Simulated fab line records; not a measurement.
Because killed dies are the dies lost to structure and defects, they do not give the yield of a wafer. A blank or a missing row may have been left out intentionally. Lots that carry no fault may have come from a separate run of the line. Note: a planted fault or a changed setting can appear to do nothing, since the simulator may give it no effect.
What tool caused it?	flow sky130	42 wafers from 14 lots sampled at 5 of the route's 708 steps

WHAT THE GAUGES SHOWED, per wafer
SKY_SONOS_TUNNEL_OVL_MEAS_08.
lot	measured	on	SONOS_TUNNEL_OVL (nm)
L273	day 11 03:23	overlay-01	1.9 1.4 0.9
L274	day 11 12:34	overlay-01	1.5 0.3 2.5
L275	day 11 16:55	overlay-02	0.6 -0.2 1.7
L276	day 12 13:50	overlay-01	-1.4 0.1 0.0
L277	day 13 02:39	overlay-02	0.4 0.7 1.5
L279	day 13 06:01	overlay-01	0.7 0.9 -0.2
L280	day 13 13:28	overlay-01	1.3 1.6 1.2
L281	day 14 01:35	overlay-01	0.0 2.0 0.1
L282	day 14 08:11	overlay-02	2.5 2.7 1.0
L283	day 14 17:14	overlay-02	1.5 0.8 1.2
L290	day 17 10:40	overlay-02	-0.8 -2.1 -0.9
L293	day 17 20:51	overlay-01	2.7 3.3 4.3
L294	day 18 04:56	overlay-02	2.7 -0.9 -1.1
L296	day 18 23:08	overlay-02	-0.1 0.6 1.7

SKY_SONOS_ONO_OVL_MEAS_14.
lot	measured	on	SONOS_ONO_OVL (nm)
L273	day 12 20:35	overlay-02	0.9 -0.3 0.6
L274	day 12 20:25	overlay-01	-0.3 0.3 -0.3
L275	day 13 04:29	overlay-01	-0.5 0.0 1.0
L276	day 13 23:21	overlay-02	-3.1 -2.5 -1.7
L277	day 14 10:54	overlay-01	-1.3 -0.4 1.5
L279	day 14 12:52	overlay-01	3.0 2.1 1.5
L280	day 14 21:07	overlay-01	0.6 0.8 -0.1
L281	day 15 09:23	overlay-02	0.8 0.9 -0.7
L282	day 15 20:19	overlay-02	-0.4 0.2 -1.8
L283	day 16 02:22	overlay-01	-0.2 1.1 1.5
L290	day 19 00:23	overlay-02	-0.4 0.1 0.7
L293	day 19 09:45	overlay-02	-1.9 0.8 -0.4
L294	day 19 16:16	overlay-01	0.9 -0.6 0.1
L296	day 20 11:55	overlay-01	0.2 0.6 1.7

SKY_GATE_OXIDE_THK_MEAS_02.
lot	measured	on	GATE_OXIDE_OXIDATION_00_THK (nm)
L273	day 12 23:40	film metro-01	10.00 10.06 9.97
L274	day 12 22:16	film metro-02	10.33 10.09 10.20
L275	day 13 07:26	film metro-01	10.00 10.07 10.06
L276	day 14 01:48	film metro-02	10.33 10.20 10.41
L277	day 14 14:10	film metro-04	10.26 10.05 10.09
L279	day 14 16:38	film metro-04	10.18 10.31 10.09
L280	day 14 23:26	film metro-04	10.67 10.42 10.46
L281	day 15 11:10	film metro-01	10.06 10.21 10.08
L282	day 15 23:24	film metro-04	10.02 10.02 10.28
L283	day 16 04:08	film metro-01	10.10 10.02 10.17
L290	day 19 03:52	film metro-04	10.09 10.34 10.33
L293	day 19 12:18	film metro-01	10.20 10.44 10.24
L294	day 19 18:05	film metro-04	10.25 10.51 10.34
L296	day 20 14:13	film metro-04	10.34 10.32 10.06

SKY_RES_PROTECT_TW_MEAS_08.
lot	measured	on	POLY_GATE_TW
L273	day 15 07:46	film metro-02	4035 4034 4015
L274	day 15 06:31	film metro-04	3993 3960 3960
L275	day 15 16:20	film metro-02	4004 4009 4015
L276	day 16 11:20	film metro-04	3943 3968 3963
L277	day 17 00:54	film metro-03	4050 4033 4021
L279	day 17 02:30	film metro-03	4013 4007 4028
L280	day 17 09:31	film metro-03	3981 3998 3976
L281	day 18 01:00	film metro-04	3989 3971 3975
L282	day 18 15:03	film metro-03	4040 4029 4041
L283	day 18 18:20	film metro-04	3986 3987 3982
L290	day 21 21:06	film metro-03	231 241 233
L293	day 22 05:11	film metro-04	239 230 229
L294	day 22 10:37	film metro-03	4022 4023 4035
L296	day 23 06:48	film metro-03	4009 4018 4014

EACH LOT AND THE TOOL THAT RAN IT (in order: tool; ch and the chambers of the sampled wafers; start)
lot	SKY_RES_PROTECT_DEVELOP_06
L273	litho track-02 ch 0, day 15 07:22
L274	litho track-01 ch 0, day 15 06:08
L275	litho track-02 ch 0, day 15 15:59
L276	litho track-03 ch 0, day 16 10:58
L277	litho track-01 ch 0, day 17 00:30
L279	litho track-03 ch 0, day 17 02:08
L280	litho track-02 ch 0, day 17 09:08
L281	litho track-01 ch 0, day 18 00:36
L282	litho track-01 ch 0, day 18 14:39
L283	litho track-03 ch 0, day 18 17:56
L290	litho track-03 ch 0, day 21 20:44
L293	litho track-03 ch 0, day 22 04:47
L294	litho track-01 ch 0, day 22 10:14
L296	litho track-01 ch 0, day 23 06:24
- SKY_RES_PROTECT_DEVELOP_06: develop time 60 s.

AS READ BY THE TOOLS THEMSELVES (means over the sampled wafers that have a number; for cases with no such wafer, the mark the record gives instead)
The record holds no such reading with a usual standard deviation.

THE ANSWER, worked out from the rows above alone
Rule: usual is defined by the lots themselves. Put in order of their means at a reading, lots are off if they are a third of the lots or fewer, leave a main group of 4 or more, and stand apart from it by a gap of 3 or more times the standard deviation of the main group's means; of several such gaps the widest counts. A main group whose means are all the same, to the digits that the tables above print for the reading, isn't used. Also off: a lot with no number at a reading for which 4 or more lots have one. The other lots that the step has rows for count as sound. First the gauges in route order, then the tools' own readings, where a lot's mean is used as printed above. At the first step where some lot is off, the reading lying furthest off is the one used; lots without a number count as furthest.
Off: L290, L293, at SKY_RES_PROTECT_TW_MEAS_08 (POLY_GATE_TW). The main group has a mean of 4004 with a standard deviation of 26.
A tool fits if, at a process step before that reading, it ran every lot that is off, and no sound lot after the first of them. The gauges at SKY_RES_PROTECT_TW_MEAS_08 are tried like those tools. One fits: SKY_RES_PROTECT_DEVELOP_06 on litho track-03. A fault onset in the window from L283 (day 18 17:56, its last sound lot) to L290 (day 21 20:44, its first lot off) fits.

WHAT THE SIMULATOR PUT IN
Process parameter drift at SKY_RES_PROTECT_DEVELOP_06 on litho track-03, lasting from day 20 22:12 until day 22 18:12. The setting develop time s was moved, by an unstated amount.
Lots struck among those shown: L290, L293. The same result came from the rule above.
